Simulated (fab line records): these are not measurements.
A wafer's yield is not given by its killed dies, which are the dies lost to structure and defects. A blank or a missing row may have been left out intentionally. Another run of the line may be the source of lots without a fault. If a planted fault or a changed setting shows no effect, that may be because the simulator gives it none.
Chamber matching + flow sky130 + cmp-02 running SKY_FIELD_ISO_CMP_27: 4 sister chambers
The step polishes, stops on Si3N4, t overpolish 16 s, target thk 457.8 nm. 7 wafers are shown with their chamber, then 7 later ones without.

== WAFERS PAIRED WITH THEIR CHAMBERS ==
| wafer  | chamber | motorCurrentA (A) | timeToEndpointS (s) |
|--------|---------|-------------------|---------------------|
| L798.6 | 2       | 10.8              | 118                 |
| L801.1 | 1       | 12.2              | 109                 |
| L804.1 | 1       | 12.1              | 114                 |
| L804.2 | 0       | 10.2              | 105                 |
| L804.3 | 3       | 12.8              | 112                 |
| L811.1 | 3       | 13.1              | 117                 |
| L811.3 | 0       | 11.5              | 117                 |

== WAFERS WITH NO CHAMBER GIVEN ==
| wafer  | motorCurrentA (A) | timeToEndpointS (s) |
|--------|-------------------|---------------------|
| L811.6 | 11.2              | 119                 |
| L812.3 | 11.9              | 119                 |
| L812.5 | 11.3              | 118                 |
| L812.6 | 13.4              | 116                 |
| L816.1 | 11.6              | 110                 |
| L816.3 | 13.3              | 110                 |
| L816.6 | 13.0              | 111                 |

== EACH ONE'S CHAMBER ==
| wafer  | from the rows above               | in truth |
|--------|-----------------------------------|----------|
| L811.6 | can't be placed: 2 or 0 or 1      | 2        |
| L812.3 | can't be placed: 1 or 2 or 3 or 0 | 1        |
| L812.5 | can't be placed: 2 or 0 or 1      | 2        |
| L812.6 | can't be placed: 3 or 1           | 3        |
| L816.1 | can't be placed: 1 or 0 or 2 or 3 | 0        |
| L816.3 | can't be placed: 3 or 1           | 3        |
| L816.6 | can't be placed: 3 or 1           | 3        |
Correct placement for 0 of the 7. Can't be placed from these rows: 7 (the true chamber is among the candidates in 7). Number placed wrongly: 0.
How it was worked out, from the rows above alone: a wafer's distance from a chamber is the root of the sum, over the readings, of the square of ((its reading less the chamber's mean) divided by the reading's scatter). The wafer belongs to the nearest chamber; if the next one is less than 2 further off, it can't be placed. The mean given for a chamber averages the wafers shown for that chamber. The scatter: the root of (the sum of the squares of (reading less its chamber's mean) over the shown wafers, divided by (wafers less chambers)).
